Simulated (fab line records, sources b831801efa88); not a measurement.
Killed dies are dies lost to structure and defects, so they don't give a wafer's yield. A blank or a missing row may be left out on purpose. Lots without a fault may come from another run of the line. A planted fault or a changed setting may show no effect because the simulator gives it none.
Tool commonality check | flow sky130 | 12 lots, 36 wafers sampled

WHY IT WAS OPENED
At SKY_VT_ADJUST_LVTN_OVL_MEAS_07 the reading VT_ADJUST_LVTN_OVL is flagged on 2 of 12 lots. Wafers without a fault read 0.7 nm, standard deviation 1.3.
Rule: a lot is flagged when every wafer of it that has a number lies more than 4 standard deviations from that mean, or none has a number. The other lots count as sound.

lot  | measured     | on         | VT_ADJUST_LVTN_OVL (nm), wafer by wafer | flag
L974 | day 6 23:41  | overlay-02 | 2.3 0.9 -0.1                            |
L975 | day 7 06:51  | overlay-01 | 0.2 0.0 2.4                             |
L976 | day 7 10:22  | overlay-01 | -0.5 1.8 0.5                            |
L979 | day 8 04:19  | overlay-01 | 1.1 0.1 0.6                             |
L980 | day 8 09:49  | overlay-01 | 1.6 1.1 0.4                             |
L981 | day 8 15:55  | overlay-02 | 290.0 290.3 290.8                       | FLAGGED
L982 | day 9 03:06  | overlay-02 | 286.6 290.5 290.2                       | FLAGGED
L985 | day 9 18:59  | overlay-02 | 2.3 -1.2 0.8                            |
L989 | day 10 22:54 | overlay-02 | 0.8 1.1 1.7                             |
L991 | day 11 13:42 | overlay-02 | -0.7 -0.1 1.0                           |
L995 | day 12 14:31 | overlay-01 | -0.7 0.5 0.4                            |
L996 | day 12 20:59 | overlay-01 | 0.1 -0.7 -1.4                           |
The numbers of the flagged lots are 289.7 nm on average: +289.0 nm against the usual, or +99 or more standard deviations.

WHICH TOOL RAN EACH LOT
The record holds 2 process steps before the reading, out of a route of 708 steps. In each cell: the tool, then ch and the chambers that the sampled wafers went through, then the start.
lot  | flag    | SKY_NWELL_STRIP_25                   | SKY_VT_ADJUST_LVTN_EXPOSE_04
L974 |         | plasma_asher-03 ch 0, day 5 09:13    | iline_stepper-01 ch 0, day 6 14:05
L975 |         | plasma_asher-04 ch 0,1, day 5 16:11  | iline_stepper-01 ch 0, day 6 21:28
L976 |         | plasma_asher-04 ch 0,1, day 5 20:16  | iline_stepper-01 ch 0, day 7 00:56
L979 |         | plasma_asher-04 ch 0,1, day 6 12:58  | iline_stepper-02 ch 0, day 7 18:21
L980 |         | plasma_asher-03 ch 0,1, day 6 17:31  | iline_stepper-01 ch 0, day 8 00:09
L981 | FLAGGED | plasma_asher-03 ch 0,1, day 6 22:52  | iline_stepper-01 ch 0, day 8 05:16
L982 | FLAGGED | plasma_asher-03 ch 0,1, day 7 09:02  | iline_stepper-01 ch 0, day 8 16:28
L985 |         | plasma_asher-01 ch 0,1, day 7 23:58  | iline_stepper-02 ch 0, day 9 07:50
L989 |         | plasma_asher-04 ch 0,1, day 9 01:32  | iline_stepper-02 ch 0, day 10 11:32
L991 |         | plasma_asher-01 ch 0,1, day 9 15:18  | iline_stepper-02 ch 0, day 11 02:26
L995 |         | plasma_asher-03 ch 0,1, day 10 14:55 | iline_stepper-02 ch 0, day 12 02:52
L996 |         | plasma_asher-04 ch 0,1, day 10 20:12 | iline_stepper-02 ch 0, day 12 08:29
What these steps do:
- SKY_NWELL_STRIP_25: strips in O2/N2.
- SKY_VT_ADJUST_LVTN_EXPOSE_04: exposes mask NWM COMPLEMENT LESS NATIVE, target cd 840 nm.
- SKY_VT_ADJUST_LVTN_OVL_MEAS_07

FLAGGED OVER TOTAL, TOOL BY TOOL (the gauges that took the reading come last)
step                           | tool             | lots run | flagged | share of the flagged lots | sound lots run after its first flagged lot
SKY_NWELL_STRIP_25             | plasma_asher-01  | 2        | 0       | none                      | -
SKY_NWELL_STRIP_25             | plasma_asher-03  | 5        | 2       | all                       | 1 (L995)
SKY_NWELL_STRIP_25             | plasma_asher-04  | 5        | 0       | none                      | -
SKY_VT_ADJUST_LVTN_EXPOSE_04   | iline_stepper-01 | 6        | 2       | all                       | 0
SKY_VT_ADJUST_LVTN_EXPOSE_04   | iline_stepper-02 | 6        | 0       | none                      | -
SKY_VT_ADJUST_LVTN_OVL_MEAS_07 | overlay-01       | 6        | 0       | none                      | -
SKY_VT_ADJUST_LVTN_OVL_MEAS_07 | overlay-02       | 6        | 2       | all                       | 3 (L985,L989,L991)

WHAT THE TABLE ALLOWS
3 rows of the table ran every flagged lot: plasma_asher-03 at SKY_NWELL_STRIP_25, iline_stepper-01 at SKY_VT_ADJUST_LVTN_EXPOSE_04, overlay-02 at SKY_VT_ADJUST_LVTN_OVL_MEAS_07.
- plasma_asher-03 at SKY_NWELL_STRIP_25: 2 of its 5 lots flagged. Sound lots ran on it after the first flagged one (L995), which a lasting fault on the whole tool wouldn't allow.
- iline_stepper-01 at SKY_VT_ADJUST_LVTN_EXPOSE_04: 2 of its 6 lots flagged. Its last sound lot is L980 (day 8 00:09), its first flagged lot L981 (day 8 05:16): a fault that began between those two fits.
- overlay-02 at SKY_VT_ADJUST_LVTN_OVL_MEAS_07: 2 of its 6 lots flagged. Sound lots ran on it after the first flagged one (L985, L989, L991), which a lasting fault on the whole tool wouldn't allow.
One tool is left: iline_stepper-01 at SKY_VT_ADJUST_LVTN_EXPOSE_04.

WHAT THE SIMULATOR HAD PUT IN
Scanner matching overlay: iline_stepper-01, from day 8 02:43 on, at SKY_VT_ADJUST_LVTN_EXPOSE_04. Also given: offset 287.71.
Lots struck among those shown: L981, L982. The rule above found the same.
